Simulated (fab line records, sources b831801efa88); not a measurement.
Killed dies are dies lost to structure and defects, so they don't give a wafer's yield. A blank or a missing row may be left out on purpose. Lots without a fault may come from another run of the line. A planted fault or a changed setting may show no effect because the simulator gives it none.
Which tool did it? | flow sky130 | 12 lots, 36 wafers sampled, at 3 steps of a route of 708

WHAT THE GAUGES READ, wafer by wafer
SKY_CAPM_RS_MEAS_03: measures by four-point-probe. Usual: CAPM_TIN_RS 6.94 ohm/sq, standard deviation 0.083.
lot  | measured     | on            | CAPM_TIN_RS (ohm/sq)          | flag
L507 | day 37 00:47 | film_metro-03 | 6.83 6.89 6.89                |
L508 | day 37 22:23 | film_metro-04 | 6.95 7.03 7.06                |
L510 | day 38 00:54 | film_metro-03 | 6.88 6.95 6.97                |
L509 | day 38 02:01 | film_metro-04 | 6.92 7.09 6.84                |
L512 | day 38 10:30 | film_metro-04 | 6.92 7.08 7.03                |
L513 | day 38 14:05 | film_metro-03 | 6.91 7.04 6.95                |
L516 | day 39 21:50 | film_metro-04 | 6.94 6.99 6.93                |
L518 | day 40 00:25 | film_metro-04 | 6.87 6.99 6.91                |
L521 | day 41 04:11 | film_metro-03 | 6.89 6.99 6.81                |
L523 | day 41 08:29 | film_metro-01 | 7.06 6.96 4.44 7.08 6.95 4.44 | OFF
L526 | day 42 07:06 | film_metro-01 | 6.94 6.92 6.90                |
L527 | day 42 08:17 | film_metro-03 | 6.94 6.86 6.93                |

SKY_CAPM_THK_MEAS_04: measures by xrf. Usual: CAPM_TIN_THK 200.2 nm, standard deviation 2.5.
lot  | measured     | on            | CAPM_TIN_THK (nm)                   | flag
L507 | day 37 00:55 | film_metro-03 | 203.2 200.3 201.4                   |
L508 | day 37 22:30 | film_metro-04 | 200.0 197.6 196.7                   |
L510 | day 38 01:01 | film_metro-03 | 202.3 200.5 199.6                   |
L509 | day 38 02:08 | film_metro-04 | 201.3 195.1 202.7                   |
L512 | day 38 10:37 | film_metro-04 | 200.3 196.2 197.3                   |
L513 | day 38 14:13 | film_metro-03 | 200.9 195.9 199.0                   |
L516 | day 39 21:57 | film_metro-04 | 200.3 199.5 201.2                   |
L518 | day 40 00:31 | film_metro-04 | 201.6 198.4 200.2                   |
L521 | day 41 04:17 | film_metro-03 | 202.3 198.2 203.9                   |
L523 | day 41 10:11 | film_metro-01 | 196.0 198.6 306.9 195.7 198.3 307.4 | OFF
L526 | day 42 07:13 | film_metro-01 | 200.3 200.4 202.3                   |
L527 | day 42 08:25 | film_metro-03 | 199.1 200.3 199.1                   |

WHICH TOOL RAN EACH LOT (tool, then ch and the chambers of the sampled wafers, then the start)
lot  | SKY_CAPM_SPUTTER_02
L507 | pvd_sputter-01, day 37 00:41
L508 | pvd_sputter-04, day 37 22:16
L510 | pvd_sputter-02, day 38 00:47
L509 | pvd_sputter-04, day 38 01:54
L512 | pvd_sputter-04, day 38 10:23
L513 | pvd_sputter-04, day 38 13:59
L516 | pvd_sputter-02, day 39 21:43
L518 | pvd_sputter-01, day 40 00:16
L521 | pvd_sputter-01, day 41 04:03
L523 | pvd_sputter-04, day 41 08:22
L526 | pvd_sputter-01, day 42 06:59
L527 | pvd_sputter-01, day 42 08:11
- SKY_CAPM_SPUTTER_02: material TiN, target thk 200 nm, time 166.7 s.

WHAT THE TOOLS THEMSELVES READ (means of the sampled wafers that have a number; where no wafer has one, the mark that the record gives instead)
SKY_CAPM_SPUTTER_02. Usual: throttle_valve_pct 29.5 %, standard deviation 1.2.
lot  | tool           | throttle_valve_pct (%) | flag
L507 | pvd_sputter-01 | 30.8                   |
L508 | pvd_sputter-04 | 29.1                   |
L510 | pvd_sputter-02 | 28.6                   |
L509 | pvd_sputter-04 | 28.2                   |
L512 | pvd_sputter-04 | 29.0                   |
L513 | pvd_sputter-04 | 28.7                   |
L516 | pvd_sputter-02 | 28.6                   |
L518 | pvd_sputter-01 | 29.7                   |
L521 | pvd_sputter-01 | 30.8                   |
L523 | pvd_sputter-04 | 29.0                   |
L526 | pvd_sputter-01 | 30.7                   |
L527 | pvd_sputter-01 | 31.5                   |

THE ANSWER, worked out from the rows above alone
Rule: a lot is off if the mean of its wafers that have a number lies more than 3 standard deviations from the usual mean. A lot without any number at a reading at which 4 lots or more have one is off too. The other lots that the step has rows for count as sound. The gauges are gone through in route order, then the tools' own readings, and for those a lot's mean is taken as printed above. The first step at which some lot is off is used, and at that step the reading that is off furthest; a lot without a number counts as furthest.
Off: L523, at SKY_CAPM_RS_MEAS_03 (CAPM_TIN_RS).
A tool fits if, at a process step before that reading, it ran every lot that is off, and no sound lot after the first of them. The gauges at SKY_CAPM_RS_MEAS_03 are tried like those tools. One fits: pvd_sputter-04 at SKY_CAPM_SPUTTER_02. Its last sound lot is L513 (day 38 13:59), its first lot that is off L523 (day 41 08:22): a fault that began between those two fits.

WHAT THE SIMULATOR HAD PUT IN
Process parameter drift: pvd_sputter-04, from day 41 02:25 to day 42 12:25, at SKY_CAPM_SPUTTER_02. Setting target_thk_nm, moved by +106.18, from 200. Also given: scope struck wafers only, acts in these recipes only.
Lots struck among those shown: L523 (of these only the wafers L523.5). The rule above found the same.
